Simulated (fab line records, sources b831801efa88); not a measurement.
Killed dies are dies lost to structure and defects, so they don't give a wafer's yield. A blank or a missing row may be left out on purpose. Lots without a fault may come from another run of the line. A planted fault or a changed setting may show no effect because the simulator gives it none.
A struck lot beside a sound one | flow sky130 | 40 steps out of a route of 708
Sound: wafers L889.1, L889.3, L889.5. Struck: wafers L881.1, L881.4, L881.5. The cause comes at the end.
At each step with rows: each side's tool, then ch and its chambers, then its first start. Under that, the readings that differ: sound wafers | struck wafers | difference of the means | sigmas: that difference in standard deviations of wafers without a fault.
alike: readings whose means differ by less than 2 such deviations, and words and numbers that are the same on both sides. not compared: withheld readings, readings that some wafer has no value for, bounds like >300 that may hide the same value, and numbers for which the record gives no deviation and whose values overlap.
The two part at a step that has a row with sigmas, a row that says differs or no value, or rows on one side only. Numbers that don't overlap but have no deviation are shown without sigmas and don't part them. A reading that every wafer of one side lacks parts them only if that side has two wafers or more.

first, 11 steps without rows for these wafers: SKY_FIELD_ISO_DEHYDRATE_05 (time 60 s); SKY_FIELD_ISO_HMDS_06 (prime time 60 s); SKY_FIELD_ISO_COAT_07 (resist thk 60 nm); SKY_FIELD_ISO_COAT_08 (resist thk 450 nm); SKY_FIELD_ISO_SOFTBAKE_09 (time 90 s); SKY_FIELD_ISO_EXPOSE_10 (exposes mask FOM, target cd 150 nm); SKY_FIELD_ISO_PEB_11; SKY_FIELD_ISO_DEVELOP_12 (develop time 60 s); SKY_FIELD_ISO_ETCH_14 (etches BARC in N2/H2, stops on SiO2, time 45.9 s, target depth 60 nm); SKY_FIELD_ISO_ETCH_15 (etches the open film in CHF3/O2, stops on Si, target depth 180 nm, time 72 s); SKY_FIELD_ISO_STRIP_16 (strips in O2/N2).
SKY_FIELD_ISO_ETCH_17: etches Si in HBr/Cl2/O2, target depth 342 nm, time 97.7 s.
  sound on rie_si-01 ch 0,1,3, day 5 12:55; struck on rie_si-02 ch 1,2,3, day 3 17:49
  no value came back on the struck wafers for bias_w (W), rf_fwd_power_W (W); on the sound wafers bias_w (W) reads 150.8 150.5 149.9
  reading                                     | sound             | struck          | difference | sigmas
  run_length_s (s)                            | 126.0 125.9 126.6 | 93.2 93.1 93.1  | -33.0      | -89
  model.etch.depth_nm (nm)                    | 345.9 349.2 344.1 | 227.2 231.4 227 | -117.9     |
  model.FIELD_ISO.feature_depth_nm (nm)       | 345.9 349.2 344.1 | 227.2 231.4 227 | -117.9     |
  model.Si3N4_of_FIELD_ISO_CVD_03.thk_nm (nm) | 150.4 151.2 150.9 | 153.5 153.8 154 | +2.9       |
  alike: HBr_flow_sccm, drypump_motor_current_A, he_backside_leak_sccm, oes_product_au, throttle_valve_pct
  not compared: rf_hours_counter_h
then, 8 steps without rows for these wafers: SKY_FIELD_ISO_WET_ETCH_18 (etches Si3N4 in H3PO4, target depth 25 nm, time 286 s); SKY_FIELD_ISO_CLEAN_19 (cleans in SC1/SC2, time 150 s); SKY_FIELD_ISO_CLEAN_20 (cleans in dHF, time 20 s); SKY_FIELD_ISO_WET_ETCH_21 (etches SiO2 in dHF, target depth 20 nm, time 400 s); SKY_FIELD_ISO_OXIDATION_22 (stabilise 600 s, purge 300 s, target thk 10 nm); SKY_FIELD_ISO_CVD_24 (deposits SiO2, target thk 595 nm, time 99.2 s); SKY_FIELD_ISO_ANNEAL_26 (time 1800 s); SKY_FIELD_ISO_CMP_27 (polishes, stops on Si3N4, t overpolish 16 s, target thk 457.8 nm).
SKY_FIELD_ISO_WET_ETCH_28: etches SiO2 in dHF, target depth 23.7 nm, time 47 s.
  sound on wet_bench-01 ch 0, day 5 17:32; struck on wet_bench-04 ch 2, day 3 22:47
  reading                                     | sound             | struck            | difference | sigmas
  model.Si3N4_of_FIELD_ISO_CVD_03.thk_nm (nm) | 119.5 120.5 120.1 | 122.3 122.6 122.8 | +2.5       |
  alike: run_length_s
then, 16 steps without rows for these wafers: SKY_FIELD_ISO_WET_ETCH_29 (etches Si3N4 in H3PO4, target depth 160 nm, time 1825 s); SKY_FIELD_ISO_WET_ETCH_30 (etches SiO2 in dHF, target depth 25 nm, time 50 s); SKY_NWELL_CLEAN_00 (cleans in SC1/SC2, time 150 s); SKY_NWELL_OXIDATION_01 (stabilise 600 s, purge 300 s, target thk 10 nm); SKY_DNWELL_DEHYDRATE_00 (time 60 s); SKY_DNWELL_HMDS_01 (prime time 60 s); SKY_DNWELL_COAT_02 (resist thk 3000 nm); SKY_DNWELL_SOFTBAKE_03; SKY_DNWELL_EXPOSE_04 (exposes mask DNM, target cd 3000 nm); SKY_DNWELL_PEB_05; SKY_DNWELL_DEVELOP_06 (develop time 60 s); SKY_DNWELL_IMPLANT_07; SKY_DNWELL_STRIP_08 (strips in O2/N2); SKY_PWDE_DEHYDRATE_00 (time 60 s); SKY_PWDE_HMDS_01 (prime time 60 s); SKY_PWDE_COAT_02 (resist thk 3000 nm).
-- the record jumps here: 37 days lie between the struck wafers' starts before and after (it left off in module PWDE and takes up again in module METAL3, whose first step shown is number 565 of the route) --
SKY_METAL3_DESCUM_15: chemistry O2, time 8 s.
  sound on rie_metal-01 ch 0,1, day 42 23:23; struck on rie_metal-02 ch 0,1, day 40 11:01
  reading                 | sound           | struck            | difference | sigmas
  model.METAL3.cd_nm (nm) | 301 301.2 300.6 | 299.3 298.5 297.3 | -2.6       |
  alike: drypump_motor_current_A, he_backside_leak_sccm, oes_product_au, rf_fwd_power_W
  not compared: rf_hours_counter_h
SKY_METAL3_METAL_ETCH_18: etches the open film in Cl2/BCl3, stops on SiO2, target depth 845 nm, time 183.1 s.
  sound on rie_metal-03 ch 0,1, day 42 23:32; struck on rie_metal-01 ch 0,1, day 40 11:10
  reading                 | sound             | struck            | difference | sigmas
  model.METAL3.cd_nm (nm) | 301.2 300.5 301.8 | 304.2 309.6 306.1 | +5.5       |
  alike: bias_w, drypump_motor_current_A, he_backside_leak_sccm, oes_product_au, rf_fwd_power_W, run_length_s, throttle_valve_pct
  not compared: rf_hours_counter_h
-- the record jumps here: 7 days lie between the struck wafers' starts before and after (it left off in module METAL3 and takes up again in module PAD_OPEN, whose first step shown is number 708 of the route) --
SKY_PAD_OPEN_PROBE_99:
  sound on prober-01, day 49 08:38; struck on prober-01, day 47 09:56
  reading                                 | sound                         | struck                       | difference | sigmas
  model.etest.res_p_drift_20v.line_ohm_um | 1.169e+04 1.2e+04 1.169e+04   | 7861 7808 7827               | -3961      |
  model.etest.pfet_16v.r_on_ohm_um        | 1.533e+04 1.536e+04 1.537e+04 | 1.27e+04 1.287e+04 1.282e+04 | -2.56e+03  |
  model.etest.res_p_drift_20v.rs_ohm_sq   | 9631 9917 9574                | 6574 6610 6479               | -3153      |
  model.etest.res_iso_pwell.rs_ohm_sq     | 2691 2746 2675                | 1874 1886 1875               | -826       |
  model.etest.res_iso_pwell.line_ohm_um   | 1018 1029 1013                | 713.5 698.4 703.6            | -314.8     |
  model.etest.res_nwell.line_ohm_um       | 1250 1265 1232                | 901.7 909 920.1              | -338.7     |
  model.etest.res_nwell.rs_ohm_sq         | 1010 1017 1003                | 735.4 743.1 740.1            | -270.5     |
  model.etest.cap_poly_to_well.c_af_um2   | 89.5 90.98 89.92              | 133.3 126.8 130.8            | +40.2      |
  alike: killed_at_M0_to_M3, killed_at_M4_up, killed_at_contacts, killed_at_front_end, killed_at_other, killed_dies, killed_open, killed_short

WHERE THEY PART
Only at SKY_FIELD_ISO_ETCH_17, within this record. Later steps at which nothing parts them and some readings are alike: SKY_FIELD_ISO_WET_ETCH_28, SKY_METAL3_DESCUM_15, SKY_METAL3_METAL_ETCH_18, SKY_PAD_OPEN_PROBE_99.

WHY: what the simulator had put in
Process parameter drift: rie_si-02, from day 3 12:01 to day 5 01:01, at SKY_FIELD_ISO_ETCH_17. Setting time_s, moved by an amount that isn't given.
